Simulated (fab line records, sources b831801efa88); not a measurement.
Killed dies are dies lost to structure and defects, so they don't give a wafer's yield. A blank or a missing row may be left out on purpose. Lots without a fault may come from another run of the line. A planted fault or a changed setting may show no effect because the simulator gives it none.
Problem report in the 8D (eight disciplines) form, filled by code | flow gf180mcu | the parts of the form that need people (team, actions taken, sign-off) are left out

1. THE PROBLEM
V4_CVD_02_THK at GF_V4_THK_MEAS_03 reads a mean of 281 nm on 2 wafers of 2 lots; wafers without a fault read 849 nm with a standard deviation of 9.8. That is -58 standard deviations from the usual mean.
First seen on wafer L446.5, day 29 09:27, on film_metro-01. The record holds 35 wafers of 12 lots with a number at this step. Rule for "out", or "out of limits": more than 4 standard deviations from the usual mean. The other wafers with a number count as sound.

2. WHAT IT IS AND WHAT IT IS NOT
question                    | is                           | is not
which readings at this step | V4_CVD_02_THK                | -
which lots                  | L446, L447                   | L428, L429, L433, L434, L435, L436, L437, L440, L449, L450
which wafers of those lots  | L446.5, L447.2               | L446.3, L446.6, L447.3
read on which gauges        | film_metro-01, film_metro-03 | film_metro-02
when                        | from day 29 09:27            | up to then (26 sound wafers); but 7 sound wafers of L447, L449, L450 came after

3. SUSPECTS, AND WHAT RULES EACH OUT
Counting: a tool at a process step up to the reading stays a suspect if it ran every lot that is out. Sound lots after the first of them don't rule it out here, since some wafers of a struck lot are sound.
- the gauge at GF_V4_THK_MEAS_03: ruled out. The wafers that are out were read on 2 gauges (film_metro-01, film_metro-03).
- pvd_sputter-04 at GF_V3_SPUTTER_21 (material Ti, target thk 15 nm, time 80.02 s): kept. It ran every lot that is out, first L446 (day 28 12:34); its last sound lot up to then is L440 (day 26 12:49).
- pecvd-02 at GF_V4_CVD_02 (deposits SiO2 from TEOS, target thk 850 nm, time 94.851 s): kept. It ran every lot that is out, first L446 (day 29 09:22); its last sound lot up to then is L435 (day 26 00:56).
- Within pecvd-02 at GF_V4_CVD_02: the wafers that are out ran in chamber 1; their sound lot-mates ran in chamber 0.
Left after counting: pvd_sputter-04 at GF_V3_SPUTTER_21, pecvd-02 at GF_V4_CVD_02.

4. THE CAUSE (what the simulator had put in)
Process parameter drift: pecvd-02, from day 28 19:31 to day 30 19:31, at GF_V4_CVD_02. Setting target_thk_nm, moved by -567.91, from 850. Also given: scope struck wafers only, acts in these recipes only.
Counting left 2 suspects, and this tool is among them.

5. THE CHAIN OF EFFECTS, in route order
Each row: a reading whose mean over the struck wafers that have a number lies more than 3 standard deviations from the usual. Only readings for which the record gives a usual standard deviation are gone through. hours: the time from each lot's start at the first step in this table that gives one to its start at this step, as a median over the lots. sigmas: the change in usual standard deviations.
hours | step              | reading            | usual      | on struck wafers | change | sigmas
0     | GF_V4_THK_MEAS_03 | V4_CVD_02_THK      | 849 nm     | 281              | -568   | -58
0     | GF_V4_CMP_04      | time_to_endpoint_s | 80 s       | 8                | -72    | -13
-     | GF_V4_ETCH_17     | oes_product_au     | 0.856 a.u. | 0.589            | -0.267 | -53
The process steps in it:
- GF_V4_CMP_04: polishes SiO2.
- GF_V4_ETCH_17: etches SiO2 in C4F8/O2/Ar, stops on TiN, target depth 630 nm.

6. WHAT WOULD HAVE CAUGHT IT SOONER
In this record the first reading out of limits at a measuring or inspecting step was taken at day 29 09:27, 14 hours after the fault began at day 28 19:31.
Of the tool readings at GF_V4_CVD_02 for which the record gives a usual standard deviation, none was out on any struck wafer, so an alarm limit of 4 standard deviations on them would not have fired.
Of the lots that are out (2), L447 began GF_V4_CVD_02 on pecvd-02 after day 29 09:27. A hold on the tool at that time would have spared it.
